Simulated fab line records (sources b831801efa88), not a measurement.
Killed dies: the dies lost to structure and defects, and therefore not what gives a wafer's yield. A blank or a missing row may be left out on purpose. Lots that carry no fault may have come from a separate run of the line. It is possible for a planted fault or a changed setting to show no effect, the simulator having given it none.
A lot that was struck, set against a sound lot || flow sky130 || 32 steps out of a route of 708
Sound: the wafers L635.3, L635.5, L635.6. Wafers struck: L639.3, L639.5, L639.6. Last of all comes the cause.
Each step with rows lists, per side, the tool, then ch with its chambers, then its first start. Under that, the readings that differ: sound wafers || struck wafers || difference of the means || sigmas: that difference in standard deviations of wafers without a fault.
alike: words and numbers the same on both sides, and readings whose means are apart by under 2 such deviations; not compared: readings that were withheld, readings missing a value for some wafer, numbers with overlapping values and no deviation given by the record, and bounds like >300 which may hide the same value.
The two part at a step that has a row with sigmas, a row that says differs or no value, or rows on one side only. Numbers that have no deviation but don't overlap get no sigmas and don't part them. A reading missing from all wafers of one side parts the sides only when that side holds two or more wafers.

SKY_PWDE_OVL_MEAS_07:
  sound: overlay-01 at day 5 05:49; struck: overlay-02 at day 6 04:13
  alike: PWDE_OVL
after that, 1 step had no rows for these wafers: SKY_PWDE_IMPLANT_08.
SKY_PWDE_STRIP_09: strips in O2/N2.
  sound on plasma asher-02 ch 0,1, day 5 06:02; struck on plasma asher-03 ch 0,1, day 6 04:25
  alike: drypump motor current A, oes product au, strip time to endpoint s
  not compared: rf hours counter h
SKY_PWDE_TW_MEAS_10:
  sound: film metro-04 at day 5 06:08; struck: film metro-02 at day 6 04:31
{"reading": "PWDE_TW", "sound": "378 379 379", "struck": "370 369 371", "difference": -9, "sigmas": -2}
then, 7 steps without rows for these wafers: SKY_NWELL_DEHYDRATE_03 (time 60 s); SKY_NWELL_HMDS_04 (prime time 60 s); SKY_NWELL_COAT_05 (resist thk 3000 nm); SKY_NWELL_SOFTBAKE_06; SKY_NWELL_EXPOSE_07 (exposes mask NWM, target cd 840 nm); SKY_NWELL_PEB_08; SKY_NWELL_DEVELOP_09 (develop time 60 s).
SKY_NWELL_OVL_MEAS_10:
  sound: overlay-02 at day 6 00:17; struck: overlay-02 at day 6 23:14
  alike: NWELL_00_OVL
SKY_NWELL_IMPLANT_11:
  sound on implanter-01 ch 0, day 6 00:22; struck on implanter-01 ch 0, day 6 23:19
{"reading": "dose ions cm2", "sound": "1.9008e+13 1.9021e+13 1.9006e+13", "struck": "1.8218e+13 1.8223e+13 1.8208e+13", "difference": -7.9533e+11, "sigmas": -35}
then, 2 steps without rows for these wafers: SKY_NWELL_IMPLANT_12; SKY_NWELL_IMPLANT_13.
SKY_NWELL_STRIP_14: strips in O2/N2.
  sound on plasma asher-04 ch 0,1, day 6 00:47; struck on plasma asher-01 ch 0,1, day 6 23:45
  alike: drypump motor current A, oes product au, strip time to endpoint s
  not compared: rf hours counter h
SKY_NWELL_TW_MEAS_15:
  sound: film metro-04 at day 6 00:53; struck: film metro-03 at day 6 23:50
{"reading": "NWELL_TW", "sound": "1847 1847 1852", "struck": "1802 1798 1794", "difference": -51, "sigmas": -2}
then, 7 steps without rows for these wafers: SKY_NWELL_DEHYDRATE_16 (time 60 s); SKY_NWELL_HMDS_17 (prime time 60 s); SKY_NWELL_COAT_18 (resist thk 3000 nm); SKY_NWELL_SOFTBAKE_19; SKY_NWELL_EXPOSE_20 (exposes mask NWM COMPLEMENT, target cd 840 nm); SKY_NWELL_PEB_21; SKY_NWELL_DEVELOP_22 (develop time 60 s).
SKY_NWELL_OVL_MEAS_23:
  sound: overlay-01 at day 6 19:59; struck: overlay-02 at day 7 18:24
  alike: NWELL_01_OVL
after that, 1 step had no rows for these wafers: SKY_NWELL_IMPLANT_24.
SKY_NWELL_STRIP_25: strips in O2/N2.
  sound on plasma asher-04 ch 0,1, day 6 20:13; struck on plasma asher-04 ch 0,1, day 7 18:37
  alike: drypump motor current A, oes product au, strip time to endpoint s
  not compared: rf hours counter h
SKY_NWELL_TW_MEAS_26:
  sound: film metro-03 at day 6 20:19; struck: film metro-02 at day 7 18:42
  alike: NWELL_2_TW
then, 1 step without rows for these wafers: SKY_NWELL_CLEAN_27 (cleans in SC1/SC2, time 150 s).
SKY_NWELL_RTA_28: time 30 s.
  sound on rtp anneal-01 ch 0, day 6 20:26; struck on rtp anneal-01 ch 0, day 7 18:49
  alike: chamber o2 ppm, lamp power pct, wafer_temp_C_max
SKY_NWELL_RS_MEAS_29: the measuring method here is four-point-probe.
  sound: film metro-04 at day 6 20:32; struck: film metro-03 at day 7 18:56
{"reading": "NWELL_RS (ohm/sq)", "sound": "622.2 621.1 621.8", "struck": "640.9 638.7 641.0", "difference": "+18.5", "sigmas": "+12"}
-- the record jumps here: 41 days lie between the struck wafers' starts before and after (it left off in module NWELL and takes up again in module PAD_OPEN, whose first step shown is number 708 of the route) --
SKY_PAD_OPEN_PROBE_99:
  sound: prober-01 at day 47 14:42; struck: prober-02 at day 48 17:51
  alike: killed_at_M0_to_M3, killed_at_M4_up, killed at contacts, killed at front end, killed at other, killed dies, killed open, killed short

## WHERE THEY PART
Earliest at SKY_PWDE_TW_MEAS_10; latest, in this record, at SKY_NWELL_RS_MEAS_29. Later steps at which nothing parts them and some readings are alike: SKY_PAD_OPEN_PROBE_99.

WHY: whatever the simulator had introduced
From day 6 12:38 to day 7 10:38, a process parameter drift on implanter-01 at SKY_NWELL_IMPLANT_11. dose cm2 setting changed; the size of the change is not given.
